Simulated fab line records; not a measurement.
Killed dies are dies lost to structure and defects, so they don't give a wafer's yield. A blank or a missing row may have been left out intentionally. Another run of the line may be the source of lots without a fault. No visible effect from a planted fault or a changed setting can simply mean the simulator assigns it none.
Struck lot and sound lot, side by side || flow sky130 || 15 out of 708 route steps
Sound: the wafers L849.2, L849.3, L849.6. The struck wafers were L852.2, L852.4, L852.5. The cause is named last.
Each step with rows lists, per side, the tool, then ch with its chambers, then its first start. Under that, the readings that differ: sound wafers || struck wafers || difference of the means || sigmas: that difference in standard deviations of wafers without a fault.
alike: same words and numbers on both sides, and readings whose means sit less than 2 such deviations apart. not compared: any withheld reading, any reading some wafer has no value for, any bound like >300 that may hide the same value, and any number with overlapping values for which the record gives no deviation.
A row with sigmas, a row that says differs or no value, or rows on one side alone: a step with any of these is where the two part. Numbers that have no deviation but don't overlap get no sigmas and don't part them. Lack of a reading on every wafer of one side parts them only where that side has two or more wafers.

SKY_POLY_GATE_THK_MEAS_21:
  sound: film_metro-03 at day 19 23:59; struck: film_metro-02 at day 20 23:02
  alike: POLY_GATE_OXIDATION_THK
SKY_POLY_GATE_CD_MEAS_22:
  sound: cd_sem-01 at day 20 00:04; struck: cd_sem-02 at day 20 23:07
  alike: cd_nm
then, 7 steps without rows for these wafers: SKY_LDD_N_DEHYDRATE_00 (time 60 s); SKY_LDD_N_HMDS_01 (prime time 60 s); SKY_LDD_N_COAT_02 (resist thk 300 nm); SKY_LDD_N_SOFTBAKE_03 (time 60 s); SKY_LDD_N_EXPOSE_04 (exposes mask NTM, target cd 840 nm); SKY_LDD_N_PEB_05; SKY_LDD_N_DEVELOP_06 (develop time 60 s).
SKY_LDD_N_OVL_MEAS_07:
  sound: overlay-01 at day 21 06:26; struck: overlay-01 at day 22 05:14
  alike: LDD_N_OVL
then, 2 steps without rows for these wafers: SKY_LDD_N_IMPLANT_08; SKY_LDD_N_IMPLANT_09.
SKY_LDD_N_IMPLANT_10:
  sound on implanter-02 ch 0, day 21 06:48; struck on implanter-02 ch 0, day 22 05:36
{"reading": "rotation_deg (degrees)", "sound": "202.94 203.00 203.03", "struck": "260.17 260.21 260.25", "difference": "+57.22", "sigmas": "+99 or more"}
next, for these wafers, 1 step has no rows: SKY_LDD_N_IMPLANT_11.
-- record jumps: 26 days separate the struck wafers' starts on either side; left off in module LDD_N, taken up again in module PAD_OPEN, whose first shown step is the route's number 708 --
SKY_PAD_OPEN_PROBE_99:
  sound: prober-01 at day 48 06:51; struck: prober-02 at day 48 11:11
  alike: killed_at_M0_to_M3, killed_at_M4_up, killed_at_contacts, killed_at_front_end, killed_at_other, killed_dies, killed_open, killed_short

## WHERE THEY PART
At SKY_LDD_N_IMPLANT_10 and nowhere else, as far as this record goes. Later steps at which nothing parts them and some readings are alike: SKY_PAD_OPEN_PROBE_99.

WHY: the cause the simulator had injected
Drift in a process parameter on implanter-02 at SKY_LDD_N_IMPLANT_10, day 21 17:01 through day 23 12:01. From 203, the setting rotation_deg moved by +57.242. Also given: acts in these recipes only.
